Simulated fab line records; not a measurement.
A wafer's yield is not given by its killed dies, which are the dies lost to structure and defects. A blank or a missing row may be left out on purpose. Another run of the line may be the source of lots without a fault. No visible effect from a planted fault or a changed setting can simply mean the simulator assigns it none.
Problem report in the 8D (eight disciplines) form, filled by code | flow sky130 | the parts of the form that need people (team, actions taken, sign-off) are left out

## 1. WHAT IS WRONG
SKY_METAL3_METAL_ETCH_18, oes product au: mean 1.009 a.u. over 1 wafer from 1 lot; wafers with no fault: 0.864 a.u., standard deviation 0.0066. That is +22 standard deviations from the usual mean.
The step: etches the open film in Cl2/BCl3, stops on SiO2, target depth 845 nm, time 183.1 s.
First seen on wafer L283.3, day 44 00:57, on rie metal-02. Wafers with a number at this step in the record: 33, from 11 lots. The rule behind "out" and "out of limits": a value lying over 4 standard deviations away from the usual mean. All remaining wafers that have a number are taken as sound.

## 2. WHAT IT IS, AND WHAT IT ISN'T
question                    | is                | is not
which readings at this step | oes product au    | bias w, drypump motor current A, throttle valve pct
which lots                  | L283              | L266, L268, L269, L271, L272, L275, L276, L277, L278, L279
which wafers of those lots  | L283.3            | L283.1, L283.6
read on which tools         | rie metal-02      | rie metal-01, rie metal-03
when                        | from day 44 00:57 | up to then (32 sound wafers)

## 3. THE SUSPECTS, EACH WITH WHAT RULES IT OUT
Counting: if a tool at a process step up to the reading ran every lot that is out, it stays a suspect. Sound lots after the first of them don't rule it out here, since some wafers of a struck lot are sound.
- pvd sputter-01 at SKY_METAL3_SPUTTER_02 (material AlCu, target thk 735 nm, time 39.1 s): kept. L283, the lot that is out, went through it at day 42 00:32; up to then, the latest sound lot through it was L279 at day 40 19:47.
- rie metal-02 at SKY_METAL3_METAL_ETCH_18 (etches the open film in Cl2/BCl3, stops on SiO2, target depth 845 nm, time 183.1 s): kept. L283, the lot that is out, went through it at day 44 00:57; up to then, the latest sound lot through it was L271 at day 40 16:39. Out on those wafers are its own readings of oes product au.
After counting, pvd sputter-01 at SKY_METAL3_SPUTTER_02 and rie metal-02 at SKY_METAL3_METAL_ETCH_18 remain.

## 4. THE CAUSE (what the simulator had put in)
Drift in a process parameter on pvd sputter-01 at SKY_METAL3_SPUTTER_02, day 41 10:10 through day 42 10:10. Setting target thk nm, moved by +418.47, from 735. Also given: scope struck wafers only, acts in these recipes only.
This tool is one of the 2 suspects left after counting.

## 5. SEQUENCE OF EFFECTS, ordered by route
Each row: a reading where the mean over the struck wafers with a number is more than 3 standard deviations away from the usual. Scope: only readings with a usual standard deviation given in the record; hours: median across lots of the time from each lot's start at the first step in this table that gives one to its start at this step; sigmas: change in usual standard deviations.
hours | step                     | reading              | usual      | on struck wafers | change | sigmas
0     | SKY_METAL3_METAL_ETCH_18 | oes product au       | 0.864 a.u. | 1.009            | +0.145 | +22
149   | SKY_PAD_OPEN_PROBE_99    | defect limited yield | 82.4 %     | 0.0              | -82.4  | -41
149   | SKY_PAD_OPEN_PROBE_99    | killed_at_M0_to_M3   | 43         | 449              | +406   | +61
149   | SKY_PAD_OPEN_PROBE_99    | killed dies          | 87         | 492              | +405   | +41
149   | SKY_PAD_OPEN_PROBE_99    | killed on rim        | 17         | 96               | +79    | +21
149   | SKY_PAD_OPEN_PROBE_99    | sort_bin_5_function  | 10.5 %     | 92.9             | +82.4  | +55
149   | SKY_PAD_OPEN_PROBE_99    | sort n pass          | 405        | 0                | -405   | -41
149   | SKY_PAD_OPEN_PROBE_99    | sort yield pct       | 82.4 %     | 0.0              | -82.4  | -41
The process steps in it:
- SKY_METAL3_METAL_ETCH_18: etches the open film in Cl2/BCl3, stops on SiO2, target depth 845 nm, time 183.1 s.
- SKY_PAD_OPEN_PROBE_99

## 6. HOW IT WOULD HAVE BEEN CAUGHT EARLIER
In this record the first reading out of limits was taken at day 44 00:57, 63 hours after the fault began at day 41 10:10.
Tool readings at SKY_METAL3_SPUTTER_02 with a usual standard deviation given in the record: none out on any struck wafer, hence no alarm at a limit of 4 standard deviations on them.
Each of the lots that are out, 1 in all, had begun SKY_METAL3_SPUTTER_02 on pvd sputter-01 no later than day 44 00:57. A hold on the tool at that time would have spared none of them.
